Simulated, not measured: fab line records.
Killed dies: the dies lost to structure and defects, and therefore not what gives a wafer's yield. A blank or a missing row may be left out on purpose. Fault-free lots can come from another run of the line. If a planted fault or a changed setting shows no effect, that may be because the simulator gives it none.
Comparing a struck lot with a sound one	flow sky130	33 out of 708 route steps
Sound: these wafers, L593.2, L593.3, L593.6. Struck: wafer L603.3 (left out: L603.1, L603.2 of the same lot, which were not struck); the cause appears at the end.
For every step that has rows: the tool of each side, followed by ch and its chambers, followed by its first start. Under that, the readings that differ: sound wafers	struck wafers	difference of the means	sigmas: that difference in standard deviations of wafers without a fault.
alike: a reading whose means differ by less than 2 such deviations, as well as words and numbers matching on both sides. not compared: withheld readings; readings where some wafer has no value; bounds like >300 that might hide an equal value; numbers whose values overlap and for which the record gives no deviation.
A row with sigmas, a row that says differs or no value, or rows on one side alone: a step with any of these is where the two part. Numbers that have no deviation but don't overlap get no sigmas and don't part them. Lack of a reading on every wafer of one side parts them only where that side has two or more wafers.

first, 8 steps without rows for these wafers: SKY_LOCAL_INTERCONNECT_ETCH_13 (etches BARC in N2/H2, stops on SiO2, time 45.9 s, target depth 60 nm); SKY_LOCAL_INTERCONNECT_METAL_ETCH_14 (etches TiN in Cl2/BCl3, stops on PSG, target depth 110 nm, time 32.43 s); SKY_LOCAL_INTERCONNECT_STRIP_15 (strips in O2/N2); SKY_LOCAL_INTERCONNECT_STRIP_16 (strips in post etch residue remover, time 1200 s); SKY_LOCAL_INTERCONNECT_CLEAN_17 (cleans in IPA, time 180 s); SKY_LOCAL_INTERCONNECT_CLEAN_18 (cleans in O3/DIW); SKY_CONTACT_CVD_00 (deposits Si3N4, target thk 75 nm); SKY_CONTACT_HDPCVD_02 (deposits SiO2, target thk 565 nm, time 94.2 s).
SKY_CONTACT_CMP_04: polishes SiO2.
  sound on cmp-02 ch 0,2, day 30 23:34; struck on cmp-02 ch 0, day 34 22:49
  alike: head_pressure_psi, motor_current_A, time_to_endpoint_s
then, 23 steps without rows for these wafers: SKY_CONTACT_DEHYDRATE_06 (time 60 s); SKY_CONTACT_HMDS_07 (prime time 60 s); SKY_CONTACT_COAT_08 (resist thk 60 nm); SKY_CONTACT_COAT_09 (resist thk 450 nm); SKY_CONTACT_SOFTBAKE_10 (time 90 s); SKY_CONTACT_EXPOSE_11 (exposes mask CTM1, target cd 170 nm); SKY_CONTACT_PEB_12; SKY_CONTACT_DEVELOP_13 (develop time 57.27 s); SKY_CONTACT_ETCH_16 (etches BARC in N2/H2, stops on SiO2, time 45.9 s, target depth 60 nm); SKY_CONTACT_ETCH_17 (etches SiO2 in C4F8/O2/Ar, stops on Si3N4, target depth 340 nm); SKY_CONTACT_ETCH_18 (etches Si3N4 in CHF3/O2, stops on TiN, time 39 s, target depth 75 nm); SKY_CONTACT_STRIP_19 (strips in O2/N2); SKY_CONTACT_STRIP_20 (strips in post etch residue remover, time 1200 s); SKY_CONTACT_CLEAN_21 (cleans in IPA, time 180 s); SKY_CONTACT_CLEAN_22 (cleans in O3/DIW); SKY_CONTACT_SPUTTER_23 (material TiN, target thk 20 nm, time 80 s); SKY_CONTACT_CVD_24 (deposits W, target thk 340 nm, time 102.12 s); SKY_CONTACT_CMP_27 (polishes, stops on SiO2, t overpolish 15 s, target thk 0 nm); SKY_METAL1_SPUTTER_00 (material Ti, target thk 15 nm, time 10 s); SKY_METAL1_SPUTTER_01 (material TiN, target thk 20 nm, time 16.7 s); SKY_METAL1_SPUTTER_02 (material AlCu, target thk 250 nm, time 13.3 s); SKY_METAL1_SPUTTER_03 (material Ti, target thk 5 nm, time 3.3 s); SKY_METAL1_SPUTTER_04 (material TiN, target thk 70 nm, time 58.3 s).
-- the record jumps here: 14 days lie between the struck wafers' starts before and after (it left off in module METAL1 and takes up again in module PAD_OPEN, whose first step shown is number 708 of the route) --
SKY_PAD_OPEN_PROBE_99:
  sound on prober-02 at day 46 08:23; struck on prober-02 at day 49 02:53
reading	sound	struck	difference	sigmas
killed_at_M0_to_M3	47 46 41	22	-23	-3
killed_at_contacts	24 21 18	197	+176	+35
killed_dies	90 91 94	236	+144	+14
killed_on_rim	16 20 15	49	+32	+8
killed_open	52 46 55	31	-20	-3
  alike: killed_at_M4_up, killed_at_front_end, killed_at_other, killed_short

## WHERE THEY PART
Within this record, at SKY_PAD_OPEN_PROBE_99 only.

WHY: what the simulator had put in
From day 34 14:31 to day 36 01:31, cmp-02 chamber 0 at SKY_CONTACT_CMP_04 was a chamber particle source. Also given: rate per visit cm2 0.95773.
